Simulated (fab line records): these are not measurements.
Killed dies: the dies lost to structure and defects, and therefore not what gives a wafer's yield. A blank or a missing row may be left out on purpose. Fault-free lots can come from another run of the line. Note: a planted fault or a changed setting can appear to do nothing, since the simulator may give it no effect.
Problem report in the 8D (eight disciplines) form, filled by code || flow sky130 || the parts of the form that need people (team, actions taken, sign-off) are left out

1. THE PROBLEM
CAPM_TIN_RS at SKY_CAPM_RS_MEAS_03 reads a mean of 7.26 ohm/sq on 1 wafer of 1 lot; wafers without a fault read 6.90 ohm/sq with a standard deviation of 0.089. That is +4.0 standard deviations from the usual mean.
The step: measures by four-point-probe.
First seen on wafer L302.3, day 40 01:55, on film_metro-01. The record holds 33 wafers of 11 lots with a number at this step. Rule for "out", or "out of limits": more than 4 standard deviations from the usual mean. Any other wafer with a number is counted as sound.

2. WHAT IT IS, WHAT IT ISN'T
{"question": "which readings at this step", "is": "CAPM_TIN_RS", "is not": "-"}
{"question": "which lots", "is": "L302", "is not": "L292, L293, L294, L296, L303, L306, L307, L308, L310, L311"}
{"question": "which wafers of those lots", "is": "L302.3", "is not": "L302.1, L302.5"}
{"question": "read on which gauges", "is": "film_metro-01", "is not": "film_metro-02, film_metro-03"}
{"question": "when", "is": "from day 40 01:55", "is not": "up to then (14 sound wafers); but 18 sound wafers of L303, L306, L307, L308, L310, L311 came after"}

3. WHAT RULES OUT EACH SUSPECT
Counting: if a tool at a process step up to the reading ran every lot that is out, it stays a suspect. Sound lots after the first of them don't rule it out here, since some wafers of a struck lot are sound.
- the gauge at SKY_CAPM_RS_MEAS_03 is ruled out. All the wafers that are out were read on film_metro-01, but those of them that SKY_CAPM_SPUTTER_02 has rows for are out there too, on other tools.
- pvd_sputter-02 at SKY_METAL3_SPUTTER_04 (material TiN, target thk 70 nm, time 58.3 s): kept. L302, the lot that is out, went through it at day 40 01:41; up to then, the latest sound lot through it was L296 at day 38 18:39.
- pvd_sputter-03 at SKY_CAPM_SPUTTER_02 (material TiN, target thk 200 nm, time 166.7 s): kept. L302, the lot that is out, went through it at day 40 01:49; up to then, the latest sound lot through it was L296 at day 38 18:47. On those wafers its own readings are out: cathode_dc_power_W.
Left after counting: pvd_sputter-02 at SKY_METAL3_SPUTTER_04, pvd_sputter-03 at SKY_CAPM_SPUTTER_02.

4. THE CAUSE (what the simulator had put in)
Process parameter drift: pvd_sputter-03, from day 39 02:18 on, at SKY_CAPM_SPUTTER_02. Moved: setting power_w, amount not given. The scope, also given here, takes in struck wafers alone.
Counting left 2 suspects, and this tool is among them.

5. SEQUENCE OF EFFECTS, ordered by route
One row per reading whose mean, taken over the struck wafers that have a number, lies over 3 standard deviations from the usual. Only readings whose record carries a usual standard deviation are examined. hours: median over the lots of the time between each lot's start at the first step of this table that gives one and its start at this step. sigmas: the change, counted in usual standard deviations.
{"hours": 0, "step": "SKY_CAPM_SPUTTER_02", "reading": "cathode_dc_power_W", "usual": "6500.0 W", "on struck wafers": 6108.1, "change": -391.9, "sigmas": "-99 or more"}
{"hours": 0, "step": "SKY_CAPM_RS_MEAS_03", "reading": "CAPM_TIN_RS", "usual": "6.90 ohm/sq", "on struck wafers": 7.26, "change": "+0.36", "sigmas": "+4.0"}
{"hours": 1, "step": "SKY_CAPM_THK_MEAS_04", "reading": "CAPM_TIN_THK", "usual": "203.2 nm", "on struck wafers": 194.2, "change": -9.0, "sigmas": -3.5}
Process steps it contains:
- SKY_CAPM_SPUTTER_02: material TiN, target thk 200 nm, time 166.7 s.
At these later measuring or inspecting steps, every struck wafer for which the step has a row has a number for every such reading, and none has moved that far: SKY_CAPM_OVL_MEAS_12.

6. HOW IT WOULD HAVE BEEN CAUGHT EARLIER
In this record the first reading out of limits at a measuring or inspecting step was taken at day 40 01:55, 24 hours after the fault began at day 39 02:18.
Tool's own readings at SKY_CAPM_SPUTTER_02, cathode_dc_power_W: out on all struck wafers the step has rows for; an alarm limit on them would have tripped on the first.
The start of SKY_CAPM_SPUTTER_02 on pvd_sputter-03 came by day 40 01:55 for every one of the lots that are out (1). Holding the tool at that point would not have protected any of them.
